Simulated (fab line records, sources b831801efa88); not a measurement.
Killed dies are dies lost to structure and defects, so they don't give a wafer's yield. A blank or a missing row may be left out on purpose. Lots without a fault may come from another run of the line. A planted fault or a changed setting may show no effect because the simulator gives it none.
fab line records | flow gf180mcu
record lots=13 wafers=39 last_day=34
route steps=602 shown VT_IMPLANT@111 POLY_GATE@168 HV_LDD@198
lots that met no fault: from a run of the same line without faults
start_h: hours from the record's first day to the start of the lot's first wafer shown | wait_h: hours since the lot's step before | " the same as in the row above | L1.1+2: a row that stands for several wafers | - no value, or no start given | * or withheld: withheld | < > ~ a bound
route shown NAME@n: a module of which the file shows steps, and the number in the route of the first | usual: mean/standard deviation of fault-free wafers | same: alike in all rows | chamber/n: place in a boat | sites: the reading at each site | _std_site: their standard deviation | _edge_site: outer sites' mean less inner sites' | radius_mm: how far each site lies from the wafer's centre | mask NAME#n: copy n | behind: the tool/chamber that last shaped the wafer | hold: why the lot was held/for how many hours/how that ended | device: the transistor (n, p or np) that didn't switch | end of line: the same wafers' tests at the end of the route | a step without rows: its recipe alone | killed: dies lost to structure and defects at the first sort, not the wafer's yield | map: a wafer's dies, x killed, . not, _ none there
set.NAME: the setting as run; set.NAME@STEP: as run at that earlier step | model.NAME: the simulator's own value behind a step, which no gauge read
steps of the route over a sample of lots; a table a step, a row a wafer
services: from which hour (start_h, from the record's first day; less than 0 if before it) a tool's chamber was out of use, for how many hours, and why
## steps
# step GF_VT_IMPLANT_TW_MEAS_21
# usual VT_IMPLANT_2_TW=1207/12
# columns lot.wafer tool chamber start_h wait_h VT_IMPLANT_2_TW
L957.4 film_metro-03 - 125.42 0.1 1190
L957.5 " - " " 1180
L957.6 " - " " 1183
L958.2 film_metro-03 - 128.80 0.1 1187
L958.3 " - " " 1188
L958.6 " - " " 1186
L959.1 film_metro-01 - 137.80 0.1 1211
L959.3 " - " " 1210
L959.4 " - " " 1213
L961.1 film_metro-02 - 148.34 0.1 1211
L961.2 " - " " 1215
L961.5 " - " " 1215
L962.1 film_metro-01 - 154.63 0.1 1209
L962.2 " - " " 1213
L962.6 " - " " 1210
L963.1 film_metro-01 - 162.51 0.1 1213
L963.5 " - " " 1213
L963.6 " - " " 1211
L964.1 film_metro-02 - 167.21 0.1 1204
L964.4 " - " " 1216
L964.5 " - " " 1215
L971.2 film_metro-02 - 211.44 0.1 1204
L971.4 " - " " 1208
L971.6 " - " " 1212
L974.3 film_metro-01 - 236.20 0.1 1205
L974.4 " - " " 1212
L974.5 " - " " 1222
L976.2 film_metro-01 - 247.54 0.1 1214
L976.3 " - " " 1223
L976.4 " - " " 1207
L978.3 film_metro-01 - 261.39 0.1 1216
L978.4 " - " " 1210
L978.5 " - " " 1225
L979.1 film_metro-01 - 266.87 0.1 1215
L979.4 " - " " 1213
L979.5 " - " " 1216
L980.2 film_metro-02 - 270.02 0.1 1199
L980.4 " - " " 1199
L980.6 " - " " 1209
# step GF_POLY_GATE_OVL_MEAS_11
# usual POLY_GATE_OVL=-3/6.6
# columns lot.wafer tool chamber start_h wait_h POLY_GATE_OVL[nm]
L957.4 overlay-01 - 193.34 0.1 1
L957.5 " - " " -3
L957.6 " - " " -2
L958.2 overlay-02 - 196.70 0.1 6
L958.3 " - " " -3
L958.6 " - " " 11
L959.1 overlay-02 - 207.36 0.1 -7
L959.3 " - " " 5
L959.4 " - " " -4
L961.1 overlay-01 - 220.37 0.1 7
L961.2 " - " " 9
L961.5 " - " " 3
L962.1 overlay-02 - 227.11 0.1 6
L962.2 " - " " -3
L962.6 " - " " 0
L963.1 overlay-01 - 236.97 0.1 1
L963.5 " - " " 3
L963.6 " - " " -6
L964.1 overlay-02 - 244.31 0.1 13
L964.4 " - " " 8
L964.5 " - " " 2
L971.2 overlay-01 - 291.92 0.1 -2
L971.4 " - " " 3
L971.6 " - " " -4
L974.3 overlay-02 - 321.12 0.1 -12
L974.4 " - " " -14
L974.5 " - " " -13
L976.2 overlay-02 - 339.45 0.1 0
L976.3 " - " " -2
L976.4 " - " " -1
L978.3 overlay-01 - 352.88 0.1 -5
L978.4 " - " " -2
L978.5 " - " " -12
L979.1 overlay-02 - 357.19 0.1 -7
L979.4 " - " " -12
L979.5 " - " " -8
L980.2 overlay-02 - 367.62 0.1 -5
L980.4 " - " " 0
L980.6 " - " " 1
# step GF_HV_LDD_STRIP_22
# recipe chemistry=O2/N2 power_w=1400 pressure_mtorr=1500 platen_temp_c=250 o2_flow_sccm=3000 n2_flow_sccm=300 overash_fraction=0.5
# usual drypump_motor_current_A=5.4/0.43 heater_power_w=321/32 oes_product_au=0.716/0.0043 platen_temp_c=249.99/0.18 strip_time_to_endpoint_s=12.63/0.04
# columns lot.wafer tool chamber start_h wait_h drypump_motor_current_A heater_power_w oes_product_au platen_temp_c rf_hours_counter_h strip_time_to_endpoint_s
L957.4 plasma_asher-04 1 230.51 0.1 5.1 322 0.711 250.12 - 12.63
L957.5 " 0 " " 5.9 271 0.717 250.04 - 12.65
L957.6 " 1 " " 5.1 320 0.721 250.03 - 12.63
L958.2 plasma_asher-04 1 233.65 0.1 5.1 324 0.711 250.36 45 12.61
L958.3 " 1 " " 5.1 321 0.713 249.94 - 12.61
L958.6 " 1 " " 5.1 316 0.715 250.10 - 12.65
L959.1 plasma_asher-02 0 244.85 0.1 5.3 325 0.713 250.07 9 12.57
L959.3 " 0 " " 5.3 312 0.710 250.14 - 12.59
L959.4 " 1 " " 5.0 330 0.714 249.86 - 12.58
L961.1 plasma_asher-01 1 260.60 0.1 5.6 394 0.716 249.69 65 12.59
L961.2 " 0 " " 6.3 326 0.721 249.61 65 12.62
L961.5 " 1 " " 5.6 392 0.713 249.75 - 12.60
L962.1 plasma_asher-04 1 266.85 0.1 5.1 321 0.709 250.08 48 12.60
L962.2 " 0 " " 5.9 281 0.722 250.12 48 12.62
L962.6 " 0 " " 5.9 274 0.721 250.20 - 12.58
L963.1 plasma_asher-01 0 278.13 0.1 6.3 332 0.717 250.24 67 12.67
L963.5 " 0 " " 6.3 342 0.715 249.73 - 12.65
L963.6 " 1 " " 5.6 409 0.722 250.09 - 12.63
L964.1 plasma_asher-04 0 285.15 0.1 5.9 270 0.719 250.07 50 12.63
L964.4 " 1 " " 5.1 322 0.709 249.89 - 12.63
L964.5 " 0 " " 5.9 277 0.719 250.06 - 12.67
L971.2 plasma_asher-02 0 335.48 0.1 5.3 321 0.713 249.73 17 12.64
L971.4 " 0 " " 5.3 318 0.726 250.12 - 12.66
L971.6 " 0 " " 5.3 316 0.717 249.97 - 12.62
L974.3 plasma_asher-04 1 369.13 0.1 5.1 321 0.707 250.30 - 12.67
L974.4 " 0 " " 5.9 276 0.724 249.74 - 12.67
L974.5 " 0 " " 5.9 274 0.715 249.70 - 12.63
L976.2 plasma_asher-04 1 386.83 0.1 5.1 324 0.716 249.93 61 12.60
L976.3 " 0 " " 5.8 276 0.715 249.92 - 12.60
L976.4 " 1 " " 5.1 326 0.715 249.97 - 12.59
L978.3 plasma_asher-04 1 399.31 0.1 5.1 321 0.712 249.84 - 12.69
L978.4 " 0 " " 5.9 281 0.716 250.09 - 12.66
L978.5 " 1 " " 5.1 323 0.720 250.00 - 12.73
L979.1 plasma_asher-02 1 404.15 0.1 5.0 330 0.715 250.08 25 12.65
L979.4 " 1 " " 5.0 334 0.708 249.94 - 12.60
L979.5 " 1 " " 4.9 330 0.710 250.08 - 12.64
L980.2 plasma_asher-02 0 415.23 0.1 5.3 312 0.713 250.06 27 12.61
L980.4 " 1 " " 5.0 335 0.717 250.16 - 12.67
L980.6 " 1 " " 5.0 334 0.715 250.24 - 12.68
# step GF_HV_LDD_CVD_54
# recipe material=SiO2 target_thk_nm=10 precursor=TEOS temp_c=680 time_s=75 pressure_mtorr=400
# usual pressure_mtorr=400.2/0.8 spike_tc_centre_C=680.3/1.1 spike_tc_top_C=696.7/2
# columns lot.wafer tool chamber start_h wait_h pressure_mtorr spike_tc_centre_C spike_tc_top_C
L957.4 lpcvd-02 1 269.78 0.0 399.6 682.0 700.1
L957.5 " 1 " " 399.5 680.3 700.1
L957.6 " 1 " " 401.2 680.3 696.4
L958.2 lpcvd-01 1 272.29 0.4 401.6 678.5 695.0
L958.3 " 1 " " 399.3 681.2 698.0
L958.6 " 1 " " 400.6 681.0 696.3
L959.1 lpcvd-01 1 284.35 0.1 399.8 680.0 698.6
L959.3 " 1 " " 400.4 681.1 695.8
L959.4 " 1 " " 399.5 680.4 696.4
L961.1 lpcvd-02 0 302.25 0.1 400.2 679.1 698.6
L961.2 " 0 " " 401.2 679.9 698.0
L961.5 " 0 " " 400.0 680.0 696.5
L962.1 lpcvd-02 1 308.38 0.1 399.5 680.5 698.8
L962.2 " 1 " " 399.8 677.9 700.2
L962.6 " 1 " " 399.4 682.4 699.6
L963.1 lpcvd-01 0 320.38 0.1 400.0 679.3 694.1
L963.5 " 0 " " 399.4 679.9 694.6
L963.6 " 0 " " 400.5 680.8 693.7
L964.1 lpcvd-01 0 326.76 0.1 400.4 679.1 696.1
L964.4 " 0 " " 401.3 681.7 694.2
L964.5 " 0 " " 401.7 678.8 695.5
L971.2 lpcvd-02 0 380.40 0.1 399.5 680.9 696.6
L971.4 " 0 " " 400.4 677.6 697.1
L971.6 " 0 " " 399.4 679.2 697.7
L974.3 lpcvd-01 0 415.94 0.5 399.3 679.2 694.2
L974.4 " 0 " " 400.0 680.4 693.8
L974.5 " 0 " " 401.6 679.5 696.4
L976.2 lpcvd-01 1 434.80 0.1 400.3 680.7 696.6
L976.3 " 1 " " 400.5 682.5 697.6
L976.4 " 1 " " 400.0 681.8 695.7
L978.3 lpcvd-01 0 448.25 0.1 400.4 681.2 696.1
L978.4 " 0 " " 400.1 679.5 694.9
L978.5 " 0 " " 399.8 679.8 693.2
L979.1 lpcvd-02 1 453.07 0.1 401.9 681.4 700.0
L979.4 " 1 " " 402.1 681.4 698.5
L979.5 " 1 " " 401.5 680.2 699.9
L980.2 lpcvd-01 1 464.94 0.1 400.3 680.8 695.7
L980.4 " 1 " " 399.2 679.5 695.3
L980.6 " 1 " " 400.5 680.8 695.7
# step GF_HV_LDD_THK_MEAS_55
# recipe reads=SiO2_of_HV_LDD_CVD_54
# usual HV_LDD_CVD_54_THK=9.96/0.13
# columns lot.wafer tool chamber start_h wait_h HV_LDD_CVD_54_THK[nm]
L957.4 film_metro-03 - 270.83 0.0 9.86
L957.5 " - " " 9.88
L957.6 " - " " 9.93
L958.2 film_metro-04 - 273.32 0.0 10.21
L958.3 " - " " 10.19
L958.6 " - " " 10.15
L959.1 film_metro-03 - 285.37 0.0 10.10
L959.3 " - " " 10.02
L959.4 " - " " 10.12
L961.1 film_metro-04 - 303.27 0.0 9.73
L961.2 " - " " 9.83
L961.5 " - " " 9.81
L962.1 film_metro-04 - 309.40 0.0 9.95
L962.2 " - " " 9.86
L962.6 " - " " 9.79
L963.1 film_metro-01 - 321.40 0.0 9.93
L963.5 " - " " 9.91
L963.6 " - " " 9.83
L964.1 film_metro-01 - 327.78 0.0 9.99
L964.4 " - " " 10.10
L964.5 " - " " 9.88
L971.2 film_metro-04 - 381.43 0.0 7.67
L971.4 " - " " 7.76
L971.6 " - " " 7.73
L974.3 film_metro-04 - 416.98 0.0 10.09
L974.4 " - " " 10.18
L974.5 " - " " 10.05
L976.2 film_metro-01 - 435.83 0.0 9.88
L976.3 " - " " 9.97
L976.4 " - " " 9.94
L978.3 film_metro-04 - 449.29 0.0 10.16
L978.4 " - " " 10.18
L978.5 " - " " 10.33
L979.1 film_metro-01 - 454.10 0.0 10.04
L979.4 " - " " 10.16
L979.5 " - " " 10.11
L980.2 film_metro-03 - 465.98 0.0 9.86
L980.4 " - " " 9.85
L980.6 " - " " 9.82
## services
# columns tool chamber start_h hours kind
plasma_asher-01 - 249.89 1.5 repair
plasma_asher-02 - 269.20 20.8 repair
lpcvd-02 - 311.95 2.8 pm
plasma_asher-01 - 364.93 80.9 repair
lpcvd-01 - 368.12 1.1 repair
plasma_asher-02 - 369.05 0.8 repair
plasma_asher-04 - 416.42 1.3 repair
## key
first_sign step=GF_HV_LDD_THK_MEAS_55 reading=HV_LDD_CVD_54_THK direction=down sigmas=17 usual=9.96 struck=7.72
effect none on later readings
met_at GF_HV_LDD_CVD_54
struck_lots L971
struck_wafers L971.2,L971.4,L971.6
tester_left_out L971
not_acting_at GF_VT_IMPLANT_TW_MEAS_21,GF_POLY_GATE_OVL_MEAS_11,GF_HV_LDD_STRIP_22
onset_between 302.25 380.40
fault kind=process_parameter_drift tool=lpcvd-02 chamber=0 onset_h=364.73 steps=GF_HV_LDD_CVD_54 channel=target_thk_nm offset=-2.2753 shape=step end_h=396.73 acts_in=these_recipes_only stated=10
# tester_left_out: of these lots the tester's yield and bins aren't shown, on N5 and GAA mostly nor the transistor test; their killed dies are dies lost to structure and defects alone, not to doping, threshold or leakage, so they don't give the yield
